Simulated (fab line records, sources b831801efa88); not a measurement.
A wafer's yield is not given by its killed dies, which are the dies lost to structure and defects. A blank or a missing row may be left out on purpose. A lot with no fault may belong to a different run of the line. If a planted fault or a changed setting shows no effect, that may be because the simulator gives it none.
fab line records	flow sky130
record: lots: 14	wafers: 42	lastDay: 50
route steps=708 shown LI_CONTACT@382 CONTACT@433 METAL1@437 PAD_OPEN@708
lots with no fault: from the same line, run without faults
startH: start of the lot's first displayed wafer, in hours after the record's first day	waitH: hours since the lot's step before	" the same as in the row above	L1.1+2: a single row standing in for several wafers	- no value, or no start was given	* or withheld: withheld	< > ~ a bound
route shown NAME@n: a module of which the file shows steps, and the number in the route of the first	usual: mean/standard deviation taken from wafers without a fault	same: alike in all rows	chamber/n: place in a boat	sites: each site's reading	_std_site: standard deviation of those values	_edge_site: inner sites' mean taken away from outer sites' mean	radiusMm: how far each site lies from the wafer's centre	mask NAME#n: copy n	behind: tool/chamber where the wafer was last shaped	hold: reason for holding the lot/hours on hold/outcome of the hold	device: whichever transistor did not switch (one of n, p or np)	end of line: at the end of the route, the tests of the same wafers	for a step that has no rows: nothing shown but its recipe	killed: not the wafer's yield, but the dies lost to structure and defects at the first sort	map: the dies of a wafer, with x for killed, . for not killed, _ for no die there
set.NAME: setting as actually run; set.NAME@STEP: the setting as run at that earlier step	model.NAME: the simulator's own value behind a step, which no gauge read
steps of the route over a sample of lots; a table a step, a row a wafer
services: when a tool's chamber went out of use (startH, in hours from the record's first day, below 0 if earlier), for how many hours, and the reason
== steps ==
step: SKY_LI_CONTACT_SPUTTER_20
recipe: material: TiN	targetThkNm: 20	chamberPressurePa: 5	powerW: 4000	timeS: 80
usual: cathodeDcPowerW: 4000.1/0.71	chamberPressurePa: 4.999/0.0092	throttleValvePct: 30.7/0.6
lot.wafer	tool	chamber	startH	waitH	cathodeDcPowerW	chamberPressurePa	throttleValvePct
L801.3	pvdSputter-01	-	687.06	0.0	4000.9	4.997	30.3
L801.4	"	-	"	"	3999.9	4.983	30.0
L801.6	"	-	"	"	4000.6	5.007	29.9
L805.1	pvdSputter-02	-	736.12	0.0	4001.0	5.006	31.1
L805.2	"	-	"	"	4000.1	5.015	30.9
L805.4	"	-	"	"	4001.4	4.982	31.6
L809.1	pvdSputter-01	-	779.71	0.0	4001.2	4.974	30.4
L809.2	"	-	"	"	4000.5	5.004	29.6
L809.6	"	-	"	"	4000.3	4.996	30.8
L812.1	pvdSputter-04	-	785.74	0.0	-	-	-
L812.5	"	-	"	"	-	-	-
L812.6	"	-	"	"	-	-	-
L813.1	pvdSputter-02	-	792.66	0.0	-	-	-
L813.2	"	-	"	"	-	-	-
L813.4	"	-	"	"	-	-	-
L814.1	pvdSputter-01	-	796.92	0.0	-	-	-
L814.2	"	-	"	"	-	-	-
L814.6	"	-	"	"	-	-	-
L815.3	pvdSputter-01	-	798.54	0.0	3999.5	5.006	31.1
L815.5	"	-	"	"	4000.6	5.006	30.2
L815.6	"	-	"	"	3998.5	4.996	29.8
L817.1	pvdSputter-01	-	815.97	0.0	4000.3	5.006	31.3
L817.4	"	-	"	"	4001.0	5.012	30.0
L817.5	"	-	"	"	4000.6	4.991	29.7
L816.2	pvdSputter-01	-	817.24	0.0	4000.6	5.010	29.9
L816.3	"	-	"	"	3999.8	4.992	31.2
L816.5	"	-	"	"	4000.2	5.015	30.3
L818.4	pvdSputter-01	-	822.07	0.0	3998.7	4.996	29.9
L818.5	"	-	"	"	4000.2	4.994	29.9
L818.6	"	-	"	"	3999.8	4.995	30.1
L819.1	pvdSputter-01	-	828.70	0.0	4001.0	5.003	31.6
L819.2	"	-	"	"	3999.6	4.979	30.4
L819.5	"	-	"	"	4000.8	4.998	30.4
L820.1	pvdSputter-02	-	833.44	0.0	4000.7	5.011	31.2
L820.4	"	-	"	"	4000.4	4.978	30.9
L820.6	"	-	"	"	3998.7	5.014	31.3
L821.2	pvdSputter-04	-	837.54	0.0	4000.8	4.992	31.4
L821.4	"	-	"	"	3999.8	4.999	30.8
L821.5	"	-	"	"	3998.6	5.018	30.8
L822.1	pvdSputter-04	-	849.89	0.0	4000.0	4.998	30.8
L822.2	"	-	"	"	4000.0	5.006	30.5
L822.3	"	-	"	"	3999.6	5.015	31.9
step: SKY_CONTACT_CMP_27
recipe: stopOn: SiO2	tOverpolishS: 15	downForcePsi: 3.5	platenRpm: 60	targetThkNm: 0	padVelocityMS: 0.94248
usual: motorCurrentA: 11.1/1	overpolishRunS: 15.000/0.0099	timeToEndpointS: 81/6
lot.wafer	tool	chamber	startH	waitH	motorCurrentA	overpolishRunS	timeToEndpointS
L801.4	cmp-01	1	745.49	0.0	10.8	15.010	74
L801.3	"	2	"	"	11.7	14.990	86
L801.6	"	2	"	"	11.3	14.988	86
L805.1	cmp-01	2	792.02	0.1	12.0	15.006	87
L805.2	"	3	"	"	10.2	14.996	89
L805.4	"	0	"	"	11.7	14.996	74
L809.2	cmp-02	3	836.36	0.1	13.0	14.997	89
L809.1	"	1	"	"	11.3	15.001	83
L809.6	"	2	"	"	9.3	15.005	75
L815.3	cmp-01	1	855.61	0.2	10.9	14.999	73
L815.6	"	2	"	"	11.4	14.998	87
L815.5	"	3	"	"	10.6	15.016	90
L817.1	cmp-01	2	871.98	0.1	11.5	15.015	86
L817.4	"	3	"	"	10.5	15.020	88
L817.5	"	1	"	"	10.2	14.994	76
L816.2	cmp-02	0	872.79	0.1	10.2	15.011	75
L816.3	"	1	"	"	11.5	14.991	85
L816.5	"	0	"	"	11.4	15.011	78
L818.4	cmp-02	3	877.13	0.2	13.2	14.977	80
L818.6	"	0	"	"	10.3	15.010	79
L818.5	"	1	"	"	11.2	14.990	83
L819.1	cmp-02	0	884.57	0.1	11.2	15.013	83
L819.2	"	1	"	"	11.4	15.002	83
L819.5	"	0	"	"	10.8	15.012	84
L820.4	cmp-02	1	889.96	0.0	11.3	15.007	79
L820.1	"	3	"	"	13.5	15.017	85
L820.6	"	2	"	"	9.3	14.999	71
L821.2	cmp-01	3	892.59	0.0	10.3	15.004	89
L821.4	"	2	"	"	11.5	15.026	86
L821.5	"	3	"	"	10.4	14.994	88
L822.2	cmp-02	0	905.28	0.1	10.4	14.997	80
L822.3	"	1	"	"	11.4	14.996	80
L822.1	"	2	"	"	9.3	14.993	75
step: SKY_METAL1_SPUTTER_03
recipe: material: Ti	targetThkNm: 5	powerW: 3000	timeS: 3.3	chamberPressurePa: 0.4
usual: cathodeDcPowerW: 3000.0/0.53	chamberPressurePa: 0.4000/0.00088	throttleValvePct: 30.6/0.73
lot.wafer	tool	chamber	startH	waitH	cathodeDcPowerW	chamberPressurePa	throttleValvePct
L801.3	pvdSputter-01	-	745.86	0.0	2999.3	0.4002	30.2
L801.4	"	-	"	"	3000.5	0.3994	30.0
L801.6	"	-	"	"	3000.6	0.3998	31.3
L805.1	pvdSputter-01	-	792.40	0.0	3000.5	0.4009	30.4
L805.2	"	-	"	"	2999.6	0.4003	29.9
L805.4	"	-	"	"	3000.2	0.4014	31.2
L809.1	pvdSputter-02	-	836.68	0.0	3000.2	0.3995	30.8
L809.2	"	-	"	"	3000.6	0.4015	31.2
L809.6	"	-	"	"	2999.7	0.4012	31.2
L815.3	pvdSputter-02	-	855.83	0.0	2999.2	0.3989	31.4
L815.5	"	-	"	"	3000.1	0.4016	30.7
L815.6	"	-	"	"	3000.1	0.4005	31.2
L817.1	pvdSputter-01	-	872.30	0.0	3000.3	0.4005	31.1
L817.4	"	-	"	"	3000.6	0.3996	30.5
L817.5	"	-	"	"	2999.6	0.4005	31.2
L816.2	pvdSputter-01	-	873.16	0.0	3001.5	0.4019	30.6
L816.3	"	-	"	"	2999.4	0.4008	31.1
L816.5	"	-	"	"	3000.6	0.3990	30.7
L818.4	pvdSputter-03	-	877.35	0.0	2999.8	0.3990	30.0
L818.5	"	-	"	"	2999.7	0.4008	30.8
L818.6	"	-	"	"	3000.7	0.4002	29.2
L819.1	pvdSputter-02	-	884.89	0.0	3000.0	0.3986	30.9
L819.2	"	-	"	"	3000.2	0.4015	31.3
L819.5	"	-	"	"	2999.6	0.3994	31.2
L820.1	pvdSputter-03	-	890.33	0.0	3000.8	0.3995	30.9
L820.4	"	-	"	"	2999.5	0.3995	31.9
L820.6	"	-	"	"	3000.1	0.4001	31.2
L821.2	pvdSputter-03	-	892.96	0.0	2999.2	0.3996	30.9
L821.4	"	-	"	"	3000.3	0.4009	31.7
L821.5	"	-	"	"	2999.3	0.3993	28.9
L822.1	pvdSputter-01	-	905.60	0.0	3000.2	0.4001	31.0
L822.2	"	-	"	"	3001.3	0.4008	30.0
L822.3	"	-	"	"	3000.5	0.4003	30.6
step: SKY_METAL1_OVL_MEAS_16
usual: METAL1_OVL: 4/4.9
lot.wafer	tool	chamber	startH	waitH	METAL1_OVL[nm]
L801.3	overlay-02	-	772.50	0.1	5
L801.4	"	-	"	"	-6
L801.6	"	-	"	"	2
L805.1	overlay-02	-	818.74	0.1	1
L805.2	"	-	"	"	1
L805.4	"	-	"	"	1
L809.1	overlay-02	-	863.10	0.1	5
L809.2	"	-	"	"	2
L809.6	"	-	"	"	10
L815.3	overlay-02	-	882.02	0.1	6
L815.5	"	-	"	"	7
L815.6	"	-	"	"	12
L817.1	overlay-01	-	898.34	0.1	6
L817.4	"	-	"	"	12
L817.5	"	-	"	"	8
L816.2	overlay-02	-	899.42	0.1	1
L816.3	"	-	"	"	-4
L816.5	"	-	"	"	1
L818.4	overlay-01	-	903.43	0.1	2
L818.5	"	-	"	"	2
L818.6	"	-	"	"	4
L819.1	overlay-02	-	911.40	0.1	1
L819.2	"	-	"	"	4
L819.5	"	-	"	"	-1
L820.1	overlay-02	-	915.60	0.1	11
L820.4	"	-	"	"	7
L820.6	"	-	"	"	8
L821.2	overlay-01	-	918.67	0.1	0
L821.4	"	-	"	"	-1
L821.5	"	-	"	"	-6
L822.1	overlay-01	-	931.25	0.1	4
L822.2	"	-	"	"	1
L822.3	"	-	"	"	9
step: SKY_PAD_OPEN_PROBE_99
usual: killed_at_M0_to_M3: 42/7.1	killed_at_M4_up: 3.0/1.7	killedAtContacts: 25/5	killedAtFrontEnd: 16/4.4	killedAtOther: 0.5/1.4	killedDies: 87/9.2	killedOnRim: 18/4.3	killedOpen: 47/6.2	killedShort: 39/6.6
same: grossDies: 492	killedAtBackSide: 0
lot.wafer	tool	chamber	startH	waitH	killed_at_M0_to_M3	killed_at_M4_up	killedAtContacts	killedAtFrontEnd	killedAtOther	killedDies	killedOnRim	killedOpen	killedShort
L809.1	prober-01	-	1150.61	0.1	54	3	21	17	1	96	16	55	41
L809.2	prober-01	-	1150.66	0.1	47	4	26	12	0	89	13	44	45
L809.6	prober-01	-	1150.86	0.2	61	3	17	10	0	91	22	45	46
L812.1	prober-01	-	1152.89	0.1	44	2	428	18	0	492	96	51	36
L812.5	prober-01	-	1153.09	0.2	30	5	442	14	1	492	96	42	25
L812.6	prober-01	-	1153.14	0.2	46	4	423	19	0	492	96	50	41
L813.1	prober-01	-	1158.49	0.1	52	3	428	9	0	492	96	48	38
L813.2	prober-01	-	1158.54	0.1	35	3	443	10	1	492	96	28	36
L813.4	prober-01	-	1158.64	0.2	35	1	436	20	0	492	96	49	30
killed by level:class
L809.1 VIA1:geometricParticle:open=15 CONTACT:geometricParticle:open=9 METAL2:geometricParticle:short=9 METAL3:geometricParticle:short=6 METAL1:geometricParticle:short=5 LI_CONTACT:geometricParticle:open=5 VIA1:geometricParticle:short=5 VIA3:geometricParticle:open=5
L809.2 VIA1:geometricParticle:open=14 LI_CONTACT:geometricParticle:open=8 VIA2:geometricParticle:short=8 LOCAL_INTERCONNECT:geometricParticle:short=5 CONTACT:geometricParticle:open=5 VIA3:geometricParticle:open=5 CONTACT:geometricParticle:short=5 VIA1:geometricParticle:short=5
L809.6 VIA1:geometricParticle:open=18 METAL2:geometricParticle:short=13 VIA3:geometricParticle:open=9 CONTACT:geometricParticle:short=7 CONTACT:geometricParticle:open=5 VIA2:geometricParticle:short=5 FIELD_ISO:geometricParticle:open=4 VIA2:geometricParticle:open=3
L812.1 LI_CONTACT:areaSputter=404 CONTACT:geometricParticle:open=11 VIA1:geometricParticle:short=11 VIA1:geometricParticle:open=8 METAL2:geometricParticle:short=6 VIA3:geometricParticle:open=6 FIELD_ISO:geometricParticle:open=4 POLY_GATE:geometricParticle:open=4
L812.5 LI_CONTACT:areaSputter=424 CONTACT:geometricParticle:open=9 VIA1:geometricParticle:open=8 VIA2:geometricParticle:open=6 LI_CONTACT:geometricParticle:open=5 FIELD_ISO:geometricParticle:open=4 FIELD_ISO:geometricParticle:short=3 CONTACT:geometricParticle:short=3
L812.6 LI_CONTACT:areaSputter=398 CONTACT:geometricParticle:open=11 VIA1:geometricParticle:open=9 METAL1:geometricParticle:short=9 VIA3:geometricParticle:open=8 LI_CONTACT:geometricParticle:open=7 FIELD_ISO:geometricParticle:short=6 METAL2:geometricParticle:short=6
L813.1 LI_CONTACT:areaSputter=406 VIA1:geometricParticle:open=13 LI_CONTACT:geometricParticle:open=9 VIA3:geometricParticle:open=6 VIA3:geometricParticle:short=6 CONTACT:geometricParticle:open=5 VIA2:geometricParticle:open=5 VIA1:geometricParticle:short=5
L813.2 LI_CONTACT:areaSputter=428 VIA1:geometricParticle:open=7 VIA3:geometricParticle:open=6 CONTACT:geometricParticle:open=5 VIA1:geometricParticle:short=5 METAL2:geometricParticle:short=5 LOCAL_INTERCONNECT:geometricParticle:short=4 VIA3:geometricParticle:short=4
L813.4 LI_CONTACT:areaSputter=412 CONTACT:geometricParticle:open=10 VIA2:geometricParticle:open=9 VIA1:geometricParticle:open=8 FIELD_ISO:geometricParticle:open=4 POLY_GATE:geometricParticle:open=4 LI_CONTACT:geometricParticle:short=4 CONTACT:geometricParticle:short=4
== services ==
tool	chamber	startH	hours	kind
cmp-01	-	673.89	2.4	repair
cmp-01	-	683.76	12.7	repair
pvdSputter-02	1	695.43	-	consumableReplace:kit
cmp-02	-	712.00	5.3	repair
pvdSputter-03	-	715.95	2.8	repair
pvdSputter-01	-	721.69	7.6	repair
cmp-01	-	736.23	4.3	pm
cmp-02	-	737.63	1.1	repair
pvdSputter-02	-	738.12	12.3	repair
cmp-02	-	744.30	4.0	pm
cmp-02	-	792.31	1.4	repair
cmp-02	-	797.71	2.0	repair
pvdSputter-03	-	803.80	0.9	repair
pvdSputter-01	3	832.59	-	consumableReplace:kit
pvdSputter-01	3	832.59	18.0	scheduledDown
pvdSputter-01	3	832.59	18.0	ventCycle
cmp-02	-	844.40	1.8	repair
cmp-02	-	855.19	4.2	repair
cmp-02	-	859.43	3.9	pm
cmp-01	-	860.29	2.5	repair
cmp-01	-	872.59	1.9	repair
pvdSputter-01	-	888.99	3.3	repair
pvdSputter-01	-	899.16	1.0	repair
pvdSputter-02	-	903.46	4.9	repair
== key ==
firstSign: step: SKY_LI_CONTACT_SPUTTER_20	reading: toolRecord	direction: missing
effect: step: SKY_PAD_OPEN_PROBE_99	reading: killedAtContacts	direction: up	sigmas: 81	usual: 25	struck: 433
moreKillsBornAt: SKY_LI_CONTACT_SPUTTER_20@pvdSputter-02: 1242	SKY_LI_CONTACT_SPUTTER_20@pvdSputter-04: 1224
metAt SKY_LI_CONTACT_SPUTTER_20
struckLots L812,L813,L814
laterRowsLeftOut L812.1,L812.5,L812.6,L813.1,L813.2,L813.4,L814.1,L814.2,L814.6
sortLeftOut L814.1,L814.2,L814.6
testerLeftOut L812,L813,L814
notActingAt SKY_CONTACT_CMP_27,SKY_METAL1_SPUTTER_03,SKY_METAL1_OVL_MEAS_16
onsetBetween 779.71 785.74
fault: kind: skippedStepWhole	tool: pvdSputter-01,pvdSputter-02,pvdSputter-04	chamber: -	onsetH: 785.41	steps: SKY_LI_CONTACT_SPUTTER_20	scope: struckLotsOnly
testerLeftOut: of these lots the tester's yield and bins aren't shown, on N5 and GAA mostly nor the transistor test; their killed dies are dies lost to structure and defects alone, not to doping, threshold or leakage, so they don't give the yield
sortLeftOut: the simulated sort isn't trusted on such a fault, so these wafers' sort isn't shown, and their yield isn't known
laterRowsLeftOut: the simulator's readings of these wafers behind a module that went badly wrong aren't trusted and aren't shown, but for the sort
